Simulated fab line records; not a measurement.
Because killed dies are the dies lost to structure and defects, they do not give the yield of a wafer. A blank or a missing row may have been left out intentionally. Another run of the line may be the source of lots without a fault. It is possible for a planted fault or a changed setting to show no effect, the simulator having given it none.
What tool caused it? ; flow sfq_line ; 7 lots, 21 wafers sampled, at 3 steps of a route of 325

## WHAT EACH GAUGE READ, for each wafer
SFQ_JJ_OVL_MEAS_931.
lot;measured;on;J5_OVL (nm)
L463;day 55 02:17;overlay-01;-7 -1 -8
L472;day 66 01:01;overlay-02;4 3 0
L476;day 67 02:21;overlay-02;-10 -10 -4
L478;day 67 08:21;overlay-02;1 -8 -2
L481;day 69 16:36;overlay-01;11 6 12
L483;day 70 16:36;overlay-01;4 2 -2
L485;day 71 08:11;overlay-02;14 9 7

## WHAT TOOL EACH LOT RAN ON (gives the tool, then ch and the chambers of the sampled wafers, and finally the start)
lot;SFQ_TRILAYER_I4_VIA_ETCH_VIA_ETCH_106;SFQ_TRILAYER_JJ_CE_LITHO_COAT_114
L463;rie_diel-02 ch 0,1,3, day 54 18:24;litho_track-03 ch 0, day 54 20:58
L472;rie_diel-01 ch 0,1,3, day 60 21:57;litho_track-04 ch 0, day 61 00:34
L476;rie_diel-01 ch 0,1,2, day 62 02:52;litho_track-01 ch 0, day 62 05:28
L478;rie_diel-02 ch 0,1,2, day 62 12:28;litho_track-01 ch 0, day 62 15:02
L481;rie_diel-04 ch 1,3, day 66 04:21;litho_track-01 ch 0, day 66 06:58
L483;rie_diel-01 ch 0,2,3, day 66 21:38;litho_track-03 ch 0, day 67 00:15
L485;rie_diel-01 ch 0,3, day 67 04:50;litho_track-01 ch 0, day 67 07:24
- SFQ_TRILAYER_I4_VIA_ETCH_VIA_ETCH_106: etches SiO2 in CHF3, stops on Nb, target depth 260 nm.
- SFQ_TRILAYER_JJ_CE_LITHO_COAT_114: resist thk 600 nm.

## THE ANSWER, worked out from the rows above alone
Rule: the lots themselves supply what counts as usual. The widest of any qualifying gaps counts: lots, ordered by their means at a reading, are off when they make up no more than a third of the lots, leave a main group of 4 or more, and stand apart from it by 3 or more times the standard deviation of that group's means. If all means in a main group match to the digits the tables above print for the reading, that group is not used. A lot without any number at a reading at which 4 lots or more have one is off too. Where the step has rows for the other lots, those lots are counted as sound.
None of the lots is off at any reading shown; this tells nothing.

## WHAT THE SIMULATOR HAD INSERTED
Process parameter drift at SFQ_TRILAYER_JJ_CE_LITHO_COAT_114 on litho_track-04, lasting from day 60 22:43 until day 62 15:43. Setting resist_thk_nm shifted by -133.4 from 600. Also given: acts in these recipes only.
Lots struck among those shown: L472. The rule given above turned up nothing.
